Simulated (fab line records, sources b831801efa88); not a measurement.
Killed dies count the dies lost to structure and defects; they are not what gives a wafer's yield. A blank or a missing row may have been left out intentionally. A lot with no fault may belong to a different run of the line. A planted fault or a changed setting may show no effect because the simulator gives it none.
Which of the tools did it?	flow gf180mcu	Sampling: 13 lots, 39 wafers, 5 of 602 route steps

## WHAT THE GAUGES SHOWED, per wafer
GF_STI_CD_MEAS_12: the cd target is 220 nm.
lot	measured	on	cd nm (nm)
L459	day 2 02:26	cd sem-02	219.6 220.6 219.7
L460	day 2 07:06	cd sem-02	219.4 219.1 219.0
L461	day 2 11:14	cd sem-01	219.1 218.7 219.7
L462	day 2 16:02	cd sem-01	218.7 217.7 219.0
L463	day 2 21:41	cd sem-01	221.3 220.3 218.6
L464	day 3 06:34	cd sem-01	219.0 219.3 219.1
L465	day 3 11:45	cd sem-02	218.4 218.3 218.4
L466	day 3 17:10	cd sem-02	220.2 221.1 219.4
L467	day 3 19:59	cd sem-01	221.1 219.9 220.9
L468	day 3 23:15	cd sem-02	218.3 219.6 219.3
L469	day 4 04:17	cd sem-01	220.2 218.6 219.0
L470	day 4 10:22	cd sem-02	221.3 220.3 219.9
L471	day 4 17:09	cd sem-01	221.5 222.5 221.6

GF_HV_LDD_TW_MEAS_38.
lot	measured	on	HV_LDD_3_TW
L459	day 11 06:27	film metro-03	1422 1423 1420
L460	day 12 08:07	film metro-03	1423 1415 1432
L461	day 12 16:26	film metro-03	1431 1420 1412
L462	day 12 17:22	film metro-02	1450 1457 1450
L463	day 13 00:06	film metro-01	1437 1438 1441
L464	day 13 06:18	film metro-03	1428 1438 1428
L465	day 13 12:36	film metro-02	1437 1432 1435
L466	day 14 00:39	film metro-03	1432 1433 1434
L467	day 14 16:44	film metro-01	1313 1310 1307 1312 1308 1319
L468	day 14 16:08	film metro-02	1445 1440 1441
L469	day 14 19:14	film metro-03	1326 1323 1319 1324 1319 1319
L470	day 15 05:15	film metro-01	1319 1314 1316 1320 1312 1309
L471	day 15 09:21	film metro-03	1308 1315 1317 1312 1311 1313

GF_CONTACT_THK_MEAS_26: measures by xrf.
lot	measured	on	CONTACT_W_THK (nm)
L459	day 15 18:05	film metro-02	297 295 288
L460	day 17 01:26	film metro-02	298 290 288
L461	day 17 09:16	film metro-02	297 288 295
L462	day 17 11:17	film metro-02	283 296 286
L463	day 17 18:20	film metro-02	300 298 287
L464	day 18 02:04	film metro-02	293 293 290
L465	day 18 09:13	film metro-01	296 293 290
L466	day 18 22:05	film metro-01	292 286 287
L467	day 19 18:49	film metro-02	290 290 289
L468	day 19 16:36	film metro-03	293 296 295
L469	day 19 20:32	film metro-02	285 292 281
L470	day 20 07:59	film metro-01	281 281 281
L471	day 20 12:15	film metro-02	286 287 285

## WHAT TOOL EACH LOT RAN ON (gives the tool, then ch and the chambers of the sampled wafers, and finally the start)
lot	GF_MVPSD_STRIP_10	GF_HV_LDD_IMPLANT_36
L459	plasma asher-03 ch 0,1, day 4 23:49	implanter-04 ch 0, day 11 06:15
L460	plasma asher-03 ch 0,1, day 5 15:28	implanter-02 ch 0, day 12 07:52
L461	plasma asher-01 ch 0,1, day 5 21:03	implanter-01 ch 0, day 12 16:11
L462	plasma asher-01 ch 0,1, day 5 21:13	implanter-02 ch 0, day 12 17:08
L463	plasma asher-03 ch 0,1, day 6 01:49	implanter-01 ch 0, day 12 23:51
L464	plasma asher-03 ch 0,1, day 6 08:45	implanter-01 ch 0, day 13 06:03
L465	plasma asher-03 ch 0,1, day 6 14:34	implanter-02 ch 0, day 13 12:21
L466	plasma asher-01 ch 0,1, day 6 22:38	implanter-04 ch 0, day 14 00:26
L467	plasma asher-01 ch 0, day 7 08:13	implanter-01 ch 0, day 14 16:30
L468	plasma asher-01 ch 0,1, day 7 08:27	implanter-04 ch 0, day 14 15:53
L469	plasma asher-04 ch 0,1, day 7 12:40	implanter-01 ch 0, day 14 19:02
L470	plasma asher-01 ch 1, day 7 17:29	implanter-02 ch 0, day 15 05:00
L471	plasma asher-04 ch 0,1, day 8 01:01	implanter-04 ch 0, day 15 09:06
- GF_MVPSD_STRIP_10: strips in O2/N2.
- GF_HV_LDD_IMPLANT_36

## WHAT THE TOOLS THEMSELVES READ (means of the sampled wafers that have a number; where no wafer has one, the mark that the record gives instead)
GF_MVPSD_STRIP_10.
lot	tool	drypump motor current A (A)	heater power w (W)	oes product au (a.u.)	strip time to endpoint s (s)
L459	plasma asher-03	6.2	358	0.728	36.99
L460	plasma asher-03	6.2	359	0.723	37.10
L461	plasma asher-01	5.9	313	0.718	37.07
L462	plasma asher-01	5.7	350	0.721	37.01
L463	plasma asher-03	6.5	353	0.725	37.00
L464	plasma asher-03	6.5	356	0.723	37.05
L465	plasma asher-03	6.2	359	0.723	36.88
L466	plasma asher-01	5.9	315	0.716	37.04
L467	plasma asher-01	6.0	285	0.720	36.97
L468	plasma asher-01	5.7	351	0.724	36.90
L469	plasma asher-04	5.5	312	0.722	37.10
L470	plasma asher-01	5.6	379	0.723	36.91
L471	plasma asher-04	5.4	308	0.717	36.93

## THE ANSWER, worked out from the rows above alone
Rule: usual is defined by the lots themselves. The widest of any qualifying gaps counts: lots, ordered by their means at a reading, are off when they make up no more than a third of the lots, leave a main group of 4 or more, and stand apart from it by 3 or more times the standard deviation of that group's means. The tables above print the reading to a certain number of digits; a main group whose means all agree to those digits is not used. A lot without any number at a reading at which 4 lots or more have one is off too. Where the step has rows for the other lots, those lots are counted as sound. After the gauges, taken in route order, come the tools' own readings; for these a lot's mean is taken, as printed above. The first step at which some lot is off is used, and at that step the reading that is off furthest; a lot without a number counts as furthest.
Off: at GF_HV_LDD_TW_MEAS_38 (HV_LDD_3_TW), L467, L469, L470, L471. Mean 1433 and standard deviation 9.8 in the main group.
If a tool, at a process step before that reading, ran all the lots that are off and no sound lot after the first of them, it fits. The gauges at GF_HV_LDD_TW_MEAS_38 are tried like those tools. Not one of the candidates tried fits.

## WHAT THE SIMULATOR HAD PUT IN
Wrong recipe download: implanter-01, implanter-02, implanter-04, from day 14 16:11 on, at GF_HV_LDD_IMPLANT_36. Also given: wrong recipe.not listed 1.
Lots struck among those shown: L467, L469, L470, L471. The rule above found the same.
